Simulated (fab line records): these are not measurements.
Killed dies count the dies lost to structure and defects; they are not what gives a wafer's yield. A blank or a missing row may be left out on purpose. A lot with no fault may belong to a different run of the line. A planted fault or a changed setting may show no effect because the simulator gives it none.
Check of tool commonality | flow sky130 | Sample size 13 lots and 39 wafers

REASON FOR OPENING
2 of 13 lots carry a flag on the reading LDD_LDN_TW at SKY_LDD_LDN_TW_MEAS_13. Wafers without a fault read 1485, standard deviation 12.
Rule: a lot is flagged when every wafer of it that has a number lies more than 4 standard deviations from that mean, or none has a number. The other lots count as sound.

lot  | measured     | on           | LDD_LDN_TW, wafer by wafer | flag
L738 | day 24 05:22 | filmMetro-01 | 1477 1474 1469             | 
L741 | day 24 12:17 | filmMetro-01 | 1470 1473 1470             | 
L740 | day 24 14:53 | filmMetro-02 | 1486 1493 1490             | 
L742 | day 24 19:59 | filmMetro-01 | 1473 1471 1473             | 
L743 | day 25 14:53 | filmMetro-04 | 1510 1512 1510             | 
L744 | day 25 22:47 | filmMetro-02 | 1390 1393 1389             | FLAGGED
L745 | day 26 00:04 | filmMetro-02 | 1378 1395 1389             | FLAGGED
L754 | day 29 00:13 | filmMetro-02 | 1488 1485 1491             | 
L755 | day 29 09:26 | filmMetro-01 | 1472 1484 1480             | 
L756 | day 29 15:24 | filmMetro-01 | 1476 1481 1480             | 
L757 | day 29 17:46 | filmMetro-04 | 1493 1505 1497             | 
L759 | day 30 06:55 | filmMetro-02 | 1485 1495 1496             | 
L760 | day 30 20:08 | filmMetro-04 | 1501 1496 1491             | 
Average over the flagged lots: 1389; offset from the usual -96, equal to -8 standard deviations.

WHICH TOOL RAN EACH LOT
The record keeps 1 process step preceding the reading, out of 708 steps on the route. Every cell lists first the tool, next ch and the chambers used by the sampled wafers, and last the start.
lot  | flag    | SKY_LDD_LDN_IMPLANT_08
L738 |         | implanter-01 ch 0, day 24 04:42
L741 |         | implanter-02 ch 0, day 24 11:37
L740 |         | implanter-01 ch 0, day 24 14:11
L742 |         | implanter-04 ch 0, day 24 19:17
L743 |         | implanter-02 ch 0, day 25 14:14
L744 | FLAGGED | implanter-02 ch 0, day 25 22:05
L745 | FLAGGED | implanter-02 ch 0, day 25 23:23
L754 |         | implanter-04 ch 0, day 28 23:31
L755 |         | implanter-01 ch 0, day 29 08:47
L756 |         | implanter-02 ch 0, day 29 14:42
L757 |         | implanter-02 ch 0, day 29 17:04
L759 |         | implanter-02 ch 0, day 30 06:15
L760 |         | implanter-02 ch 0, day 30 19:26
What is done by these steps:
- SKY_LDD_LDN_IMPLANT_08
- SKY_LDD_LDN_TW_MEAS_13

FLAGGED AGAINST TOTAL, ONE TOOL AT A TIME (gauges that did the reading follow at the end)
step                   | tool         | lots run | flagged | share of the flagged lots | sound lots run after its first flagged lot
SKY_LDD_LDN_IMPLANT_08 | implanter-01 | 3        | 0       | none                      | -
SKY_LDD_LDN_IMPLANT_08 | implanter-02 | 8        | 2       | all                       | 4 (L756,L757,L759,L760)
SKY_LDD_LDN_IMPLANT_08 | implanter-04 | 2        | 0       | none                      | -
SKY_LDD_LDN_TW_MEAS_13 | filmMetro-01 | 5        | 0       | none                      | -
SKY_LDD_LDN_TW_MEAS_13 | filmMetro-02 | 5        | 2       | all                       | 2 (L754,L759)
SKY_LDD_LDN_TW_MEAS_13 | filmMetro-04 | 3        | 0       | none                      | -

THE TABLE: WHAT IT ALLOWS
Rows of the table that ran all the flagged lots, 2 in number: implanter-02 at SKY_LDD_LDN_IMPLANT_08; filmMetro-02 at SKY_LDD_LDN_TW_MEAS_13.
- implanter-02 at SKY_LDD_LDN_IMPLANT_08 ran 8 lots, 2 of them flagged. After the first flagged lot (L756, L757, L759, L760), sound lots still ran on it; a lasting fault on the whole tool would not permit that. Its own readings (doseIonsCm2, faradayCurrentUA) fall more than 4 standard deviations out on all wafers of the flagged lots.
- filmMetro-02 at SKY_LDD_LDN_TW_MEAS_13 ran 5 lots, 2 of them flagged. After the first flagged lot (L754, L759), sound lots still ran on it; a lasting fault on the whole tool would not permit that.
No row of the table ran every flagged lot and no sound lot after the first.

WHAT THE SIMULATOR HAD PUT IN
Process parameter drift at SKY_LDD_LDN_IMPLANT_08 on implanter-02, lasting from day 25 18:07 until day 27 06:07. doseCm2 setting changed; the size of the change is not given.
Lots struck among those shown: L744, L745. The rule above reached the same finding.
